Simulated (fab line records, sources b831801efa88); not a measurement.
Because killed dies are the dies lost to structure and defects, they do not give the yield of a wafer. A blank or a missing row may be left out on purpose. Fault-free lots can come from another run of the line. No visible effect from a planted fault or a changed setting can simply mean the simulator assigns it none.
Matching of chambers | flow sky130 | hdpcvd-01 running SKY_VIA4_HDPCVD_00: 3 sister chambers
The step deposits SiO2, target thk 1750 nm, time 291.7 s. 14 wafers are shown with their chamber, then 7 later ones without.

WAFERS WITH THEIR CHAMBER
wafer  | chamber | pressure-mtorr (mTorr) | sih4-flow-sccm (sccm)
L506.1 | 0       | 5.986                  | 60.03
L506.2 | 1       | 6.017                  | 60.37
L506.5 | 0       | 5.987                  | 60.13
L508.1 | 1       | 6.010                  | 60.16
L508.5 | 1       | 5.997                  | 59.85
L508.6 | 2       | 6.021                  | 60.08
L509.1 | 1       | 6.001                  | 60.01
L509.2 | 0       | 6.009                  | 60.24
L509.5 | 0       | 6.011                  | 60.38
L510.4 | 0       | 5.998                  | 60.12
L510.5 | 2       | 6.022                  | 60.04
L510.6 | 1       | 5.996                  | 59.85
L512.1 | 1       | 5.981                  | 59.86
L512.3 | 0       | 6.023                  | 60.42

SIGNATURES (means of the wafers above)
reading        | chamber 0 | chamber 1 | chamber 2 | scatter within a chamber
pressure-mtorr | 6.00233   | 6.00033   | 6.02150   | 0.0129
sih4-flow-sccm | 60.2200   | 60.0167   | 60.0600   | 0.177
Rule: for each reading, subtract the chamber's mean from the wafer's reading, divide by that reading's scatter and square the result; add these up over the readings and take the root, which gives the wafer's distance from the chamber. The wafer belongs to the nearest chamber; if the next one is less than 2 further off, it can't be placed. The scatter: the root of (the sum of the squares of (reading less its chamber's mean) over the shown wafers, divided by (wafers less chambers)).

WAFERS WITHOUT THEIR CHAMBER
wafer  | pressure-mtorr (mTorr) | sih4-flow-sccm (sccm)
L512.5 | 6.006                  | 59.90
L511.1 | 6.004                  | 59.85
L511.2 | 6.007                  | 59.97
L511.6 | 6.000                  | 59.90
L514.1 | 6.012                  | 59.90
L514.3 | 5.999                  | 60.08
L514.6 | 6.009                  | 59.85

EACH ONE'S CHAMBER
wafer  | from the rows above          | in truth
L512.5 | can't be placed: 1 or 2 or 0 | 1
L511.1 | can't be placed: 1 or 2 or 0 | 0
L511.2 | can't be placed: 1 or 2 or 0 | 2
L511.6 | can't be placed: 1 or 0 or 2 | 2
L514.1 | can't be placed: 1 or 2 or 0 | 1
L514.3 | can't be placed: 1 or 0 or 2 | 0
L514.6 | can't be placed: 1 or 2 or 0 | 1
Placed correctly: 0 of 7. From these rows, 7 cannot be placed; in 7 the true chamber is one of the candidates. Placed wrongly: 0.
